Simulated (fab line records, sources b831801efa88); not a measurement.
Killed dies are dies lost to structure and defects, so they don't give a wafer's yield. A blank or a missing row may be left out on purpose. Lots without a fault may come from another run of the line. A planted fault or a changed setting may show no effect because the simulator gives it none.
Which tool did it? | flow sky130 | 12 lots, 36 wafers sampled, at 5 steps of a route of 708

WHAT THE GAUGES READ, wafer by wafer
SKY_LDD_N_OVL_MEAS_07.
lot  | measured     | on         | LDD_N_OVL (nm)
L641 | day 18 00:09 | overlay-01 | -0.1 -0.5 -0.5
L643 | day 18 11:42 | overlay-01 | -0.1 -1.0 0.6
L642 | day 18 11:47 | overlay-02 | -2.6 -2.1 -2.1
L645 | day 19 08:10 | overlay-01 | -1.6 -1.3 -1.2
L646 | day 19 08:28 | overlay-02 | -1.7 0.8 -0.3
L647 | day 19 22:53 | overlay-01 | 0.5 0.9 -1.0
L649 | day 21 06:05 | overlay-01 | -3.2 0.0 -2.1
L653 | day 22 22:56 | overlay-02 | -2.1 -1.8 -3.0
L656 | day 23 20:44 | overlay-01 | -1.6 -0.9 -0.3
L657 | day 24 13:35 | overlay-02 | -0.7 -2.1 -1.3
L661 | day 25 02:07 | overlay-01 | -0.5 1.8 3.0
L662 | day 25 14:16 | overlay-02 | -0.7 -0.4 0.7

SKY_LDD_P_CD_MEAS_07: target cd 380 nm.
lot  | measured     | on        | cd_nm (nm)
L641 | day 19 05:59 | cd_sem-01 | 382.1 378.9 381.7
L643 | day 19 18:09 | cd_sem-02 | 379.8 376.0 379.8
L642 | day 19 18:24 | cd_sem-01 | 379.0 376.4 376.2
L645 | day 20 15:24 | cd_sem-01 | 383.0 381.5 380.9
L646 | day 20 15:44 | cd_sem-02 | 374.4 373.7 378.2
L647 | day 21 05:36 | cd_sem-02 | 380.1 380.6 378.2
L649 | day 22 13:29 | cd_sem-02 | 378.5 379.9 380.8
L653 | day 24 05:39 | cd_sem-01 | 380.4 379.3 379.1
L656 | day 25 03:04 | cd_sem-01 | 384.1 380.8 382.6
L657 | day 25 20:17 | cd_sem-02 | 377.1 375.3 377.9
L661 | day 26 09:02 | cd_sem-02 | 378.5 381.2 377.5
L662 | day 26 20:01 | cd_sem-01 | 382.0 381.6 384.5

WHICH TOOL RAN EACH LOT (tool, then ch and the chambers of the sampled wafers, then the start)
lot  | SKY_POLY_GATE_ETCH_15              | SKY_LDD_N_COAT_02                 | SKY_LDD_N_STRIP_16
L641 | rie_diel-04 ch 0,2, day 16 12:36   | litho_track-02 ch 0, day 17 09:40 | plasma_asher-01 ch 0,1, day 18 01:23
L643 | rie_diel-04 ch 1,2, day 16 23:20   | litho_track-04 ch 0, day 17 20:57 | plasma_asher-04 ch 1, day 18 12:56
L642 | rie_diel-01 ch 0,3, day 16 23:33   | litho_track-01 ch 0, day 17 20:59 | plasma_asher-03 ch 0,1, day 18 13:01
L645 | rie_diel-04 ch 0,1, day 17 18:02   | litho_track-02 ch 0, day 18 17:52 | plasma_asher-03 ch 0,1, day 19 09:23
L646 | rie_diel-02 ch 0,2, day 17 20:47   | litho_track-01 ch 0, day 18 18:01 | plasma_asher-04 ch 0,1, day 19 09:41
L647 | rie_diel-01 ch 1,2,3, day 18 07:27 | litho_track-02 ch 0, day 19 07:29 | plasma_asher-01 ch 0,1, day 20 00:07
L649 | rie_diel-02 ch 0,1,3, day 19 20:14 | litho_track-02 ch 0, day 20 15:05 | plasma_asher-03 ch 0, day 21 07:20
L653 | rie_diel-04 ch 0,3, day 21 14:35   | litho_track-02 ch 0, day 22 07:34 | plasma_asher-04 ch 0,1, day 23 00:10
L656 | rie_diel-01 ch 0,1,2, day 22 12:35 | litho_track-01 ch 0, day 23 06:13 | plasma_asher-03 ch 0,1, day 23 21:59
L657 | rie_diel-02 ch 0,1, day 23 05:59   | litho_track-02 ch 0, day 23 21:59 | plasma_asher-04 ch 0,1, day 24 14:50
L661 | rie_diel-02 ch 0,1,2, day 23 18:38 | litho_track-01 ch 0, day 24 11:49 | plasma_asher-01 ch 0,1, day 25 03:20
L662 | rie_diel-02 ch 1,3, day 24 06:12   | litho_track-01 ch 0, day 24 23:52 | plasma_asher-03 ch 0,1, day 25 15:31
- SKY_POLY_GATE_ETCH_15: etches BARC in N2/H2, stops on SiO2, time 118.5 s, target depth 110 nm.
- SKY_LDD_N_COAT_02: resist thk 300 nm.
- SKY_LDD_N_STRIP_16: strips in O2/N2.

WHAT THE TOOLS THEMSELVES READ (means of the sampled wafers that have a number; where no wafer has one, the mark that the record gives instead)
SKY_POLY_GATE_ETCH_15.
lot  | tool        | drypump_motor_current_A (A) | oes_product_au (a.u.) | throttle_valve_pct (%)
L641 | rie_diel-04 | 5.3                         | 0.715                 | 13.211
L643 | rie_diel-04 | 4.9                         | 0.718                 | 13.213
L642 | rie_diel-01 | 5.7                         | 0.718                 | 13.205
L645 | rie_diel-04 | 5.3                         | 0.717                 | 13.216
L646 | rie_diel-02 | 6.1                         | 0.714                 | 13.214
L647 | rie_diel-01 | 5.3                         | 0.713                 | 13.213
L649 | rie_diel-02 | 5.5                         | 0.713                 | 13.212
L653 | rie_diel-04 | 5.7                         | 0.717                 | 13.208
L656 | rie_diel-01 | 5.4                         | 0.714                 | 13.220
L657 | rie_diel-02 | 5.7                         | 0.717                 | 13.209
L661 | rie_diel-02 | 5.8                         | 0.715                 | 13.211
L662 | rie_diel-02 | 5.3                         | 0.716                 | 13.210

SKY_LDD_N_STRIP_16.
lot  | tool            | drypump_motor_current_A (A) | oes_product_au (a.u.) | strip_time_to_endpoint_s (s)
L641 | plasma_asher-01 | 5.9                         | 0.406                 | 4.329
L643 | plasma_asher-04 | 5.0                         | 0.407                 | 4.304
L642 | plasma_asher-03 | 5.7                         | 0.407                 | 4.305
L645 | plasma_asher-03 | 5.8                         | 0.402                 | 4.327
L646 | plasma_asher-04 | 5.3                         | 0.406                 | 4.304
L647 | plasma_asher-01 | 5.9                         | 0.404                 | 4.309
L649 | plasma_asher-03 | 5.9                         | 0.405                 | 4.299
L653 | plasma_asher-04 | 5.6                         | 0.456                 | 5.420
L656 | plasma_asher-03 | 5.8                         | 0.404                 | 4.311
L657 | plasma_asher-04 | 5.6                         | 0.454                 | 5.441
L661 | plasma_asher-01 | 5.5                         | 0.410                 | 4.304
L662 | plasma_asher-03 | 5.8                         | 0.401                 | 4.323

THE ANSWER, worked out from the rows above alone
Rule: what is usual is taken from the lots themselves. Put in order of their means at a reading, lots are off if they are a third of the lots or fewer, leave a main group of 4 or more, and stand apart from it by a gap of 3 or more times the standard deviation of the main group's means; of several such gaps the widest counts. A main group whose means are all the same, to the digits that the tables above print for the reading, isn't used. A lot without any number at a reading at which 4 lots or more have one is off too. The other lots that the step has rows for count as sound. The gauges are gone through in route order, then the tools' own readings, and for those a lot's mean is taken as printed above. The first step at which some lot is off is used, and at that step the reading that is off furthest; a lot without a number counts as furthest.
Off: L653, L657, at SKY_LDD_N_STRIP_16 (strip_time_to_endpoint_s). The main group: mean 4.312 s, standard deviation 0.01.
A tool fits if, at that step or a process step before it, it ran every lot that is off, and no sound lot after the first of them. Can't be told from this: 2 tools fit, litho_track-02 at SKY_LDD_N_COAT_02, plasma_asher-04 at SKY_LDD_N_STRIP_16.

WHAT THE SIMULATOR HAD PUT IN
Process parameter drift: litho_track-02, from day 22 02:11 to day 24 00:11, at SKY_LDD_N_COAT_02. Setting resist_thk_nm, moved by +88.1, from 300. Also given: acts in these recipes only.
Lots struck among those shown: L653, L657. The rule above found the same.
